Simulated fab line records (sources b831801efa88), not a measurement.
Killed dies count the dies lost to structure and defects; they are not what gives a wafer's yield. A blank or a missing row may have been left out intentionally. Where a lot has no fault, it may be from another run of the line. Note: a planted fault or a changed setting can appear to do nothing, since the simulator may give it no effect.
A lot that was struck, set against a sound lot -- flow sky130 -- 15 out of 708 route steps
Sound: the wafers L380.1, L380.2, L380.4. The struck wafers were L400.1, L400.4, L400.6. The cause is given at the end.
Per side, at each step with rows, come the tool, then ch with its chambers, and then its first start. Under that, the readings that differ: sound wafers -- struck wafers -- difference of the means -- sigmas: that difference in standard deviations of wafers without a fault.
alike: a reading whose means differ by less than 2 such deviations, as well as words and numbers matching on both sides. not compared: withheld readings; readings where some wafer has no value; bounds like >300 that might hide an equal value; numbers whose values overlap and for which the record gives no deviation.
A row with sigmas, a row that says differs or no value, or rows on one side alone: a step with any of these is where the two part. When numbers do not overlap yet have no deviation, they are printed without sigmas and do not part them. Lack of a reading on every wafer of one side parts them only where that side has two or more wafers.

first, 2 steps without rows for these wafers: SKY_VIA2_CLEAN_19 (cleans in O3/DIW); SKY_VIA2_SPUTTER_20 (material TiN, target thk 20 nm, time 80 s).
SKY_VIA2_CVD_21: deposits W, target thk 420 nm, time 126.4 s.
  sound on cvd_w-02 ch 0,1, day 35 18:42; struck on cvd_w-01 ch 0,1, day 42 06:40
  alike: heater_power_w
SKY_VIA2_RS_MEAS_22: measures by four-point-probe.
  sound: film_metro-03 at day 35 18:50; struck: film_metro-03 at day 42 06:48
  alike: VIA2_W_RS
SKY_VIA2_THK_MEAS_23: measures by xrf.
  sound: film_metro-03 at day 35 18:57; struck: film_metro-03 at day 42 06:55
reading,sound,struck,difference,sigmas
VIA2_W_THK (nm),412 410 411,436 426 429,+19,+2
SKY_VIA2_CMP_24: polishes, stops on SiO2, t overpolish 20 s, target thk 0 nm.
  sound on cmp-02 ch 0,1,3, day 35 19:01; struck on cmp-02 ch 0,2,3, day 42 07:02
  alike: motor_current_A, overpolish_run_s, slurry_filter_dp_kPa, time_to_endpoint_s
SKY_METAL3_SPUTTER_00: material Ti, target thk 15 nm, time 10 s.
  sound: pvd_sputter-03 at day 35 19:19; struck: pvd_sputter-03 at day 42 07:17
  alike: throttle_valve_pct
then, 2 steps without rows for these wafers: SKY_METAL3_SPUTTER_01 (material TiN, target thk 20 nm, time 16.7 s); SKY_METAL3_SPUTTER_02 (material AlCu, target thk 735 nm, time 39.1 s).
SKY_METAL3_SPUTTER_03: material Ti, target thk 5 nm, time 3.3 s.
  sound: pvd_sputter-03 at day 35 19:24; struck: pvd_sputter-03 at day 42 07:22
  alike: throttle_valve_pct
then, 2 steps without rows for these wafers: SKY_METAL3_SPUTTER_04 (material TiN, target thk 70 nm, time 58.3 s); SKY_CAPM_CVD_00 (deposits SiO2, target thk 15.5 nm).
SKY_CAPM_THK_MEAS_01:
  sound: film_metro-03 at day 35 19:29; struck: film_metro-03 at day 42 07:28
reading,sound,struck,difference,sigmas
CAPM_CVD_00_THK (nm),15.33 15.50 15.65,15.92 16.26 16.23,+0.64,+3
SKY_CAPM_SPUTTER_02: material TiN, target thk 200 nm, time 166.7 s.
  sound: pvd_sputter-01 at day 35 19:33; struck: pvd_sputter-02 at day 42 07:31
  alike: throttle_valve_pct
-- the record jumps here: 8 days lie between the struck wafers' starts before and after (it left off in module CAPM and takes up again in module PAD_OPEN, whose first step shown is number 708 of the route) --
SKY_PAD_OPEN_PROBE_99:
  sound: prober-02 at day 45 06:23; struck: prober-01 at day 50 04:56
  alike: defect_limited_yield, killed_at_M0_to_M3, killed_at_M4_up, killed_at_contacts, killed_at_front_end, killed_at_other, killed_dies, killed_open, killed_short

## WHERE THEY PART
Last at SKY_CAPM_THK_MEAS_01 as far as this record goes, first at SKY_VIA2_THK_MEAS_23. Later steps at which nothing parts them and some readings are alike: SKY_CAPM_SPUTTER_02, SKY_PAD_OPEN_PROBE_99.

WHY: whatever the simulator had introduced
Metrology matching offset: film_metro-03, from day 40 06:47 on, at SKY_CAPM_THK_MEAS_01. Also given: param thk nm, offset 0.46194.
